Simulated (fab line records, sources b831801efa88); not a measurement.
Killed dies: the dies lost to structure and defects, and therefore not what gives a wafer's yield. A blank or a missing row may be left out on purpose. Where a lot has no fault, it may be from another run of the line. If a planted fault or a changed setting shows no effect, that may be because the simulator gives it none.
Chamber matching | flow sky130 | SKY_VIA3_ETCH_14 on rie_diel-02: 4 sister chambers
The step etches BARC in N2/H2, stops on SiO2, time 45.9 s, target depth 60 nm. 14 wafers are shown with their chamber, then 7 later ones without.

## WAFERS PAIRED WITH THEIR CHAMBERS
wafer  | chamber | drypump_motor_current_A (A) | oes_product_au (a.u.) | throttle_valve_pct (%)
L074.2 | 0       | 5.56                        | 0.852                 | 13.221
L074.3 | 3       | 6.17                        | 0.864                 | 13.218
L074.4 | 2       | 5.97                        | 0.854                 | 13.209
L076.3 | 3       | 6.19                        | 0.850                 | 13.219
L076.4 | 2       | 6.00                        | 0.852                 | 13.220
L076.6 | 3       | 6.23                        | 0.854                 | 13.227
L078.2 | 2       | 5.96                        | 0.860                 | 13.228
L078.4 | 0       | 5.53                        | 0.860                 | 13.222
L078.6 | 0       | 5.55                        | 0.854                 | 13.224
L079.3 | 3       | 6.18                        | 0.850                 | 13.222
L079.5 | 0       | 5.58                        | 0.853                 | 13.239
L079.6 | 1       | 5.33                        | 0.845                 | 13.221
L080.1 | 2       | 5.96                        | 0.853                 | 13.227
L080.2 | 3       | 6.20                        | 0.861                 | 13.239

SIGNATURES (means of the wafers above)
reading                 | chamber 0 | chamber 1 | chamber 2 | chamber 3 | scatter within a chamber
drypump_motor_current_A | 5.5550    | 5.3300    | 5.9725    | 6.1940    | 0.0212
oes_product_au          | 0.85475   | 0.84500   | 0.85475   | 0.85580   | 0.00492
throttle_valve_pct      | 13.22650  | 13.22100  | 13.22100  | 13.22500  | 0.00858
Rule: a wafer's distance from a chamber is the root of the sum, over the readings, of the square of ((its reading less the chamber's mean) divided by the reading's scatter). The wafer belongs to the nearest chamber; if the next one is less than 2 further off, it can't be placed. The scatter: take each reading less its chamber's mean, square it, sum over the shown wafers, divide by the number of wafers less the number of chambers, and take the root.

## WAFERS WITHOUT THEIR CHAMBER
wafer  | drypump_motor_current_A (A) | oes_product_au (a.u.) | throttle_valve_pct (%)
L080.4 | 5.55                        | 0.851                 | 13.222
L087.1 | 6.14                        | 0.849                 | 13.219
L087.5 | 6.18                        | 0.860                 | 13.214
L087.6 | 5.55                        | 0.858                 | 13.222
L093.4 | 5.96                        | 0.853                 | 13.209
L093.5 | 5.52                        | 0.854                 | 13.235
L093.6 | 5.34                        | 0.857                 | 13.213

## EACH ONE'S CHAMBER
wafer  | from the rows above | in truth
L080.4 | 0                   | 0
L087.1 | 3                   | 3
L087.5 | 3                   | 3
L087.6 | 0                   | 0
L093.4 | 2                   | 2
L093.5 | 0                   | 0
L093.6 | 1                   | 1
Correct placement for 7 of the 7. From these rows, 0 cannot be placed. 0 placed wrongly.
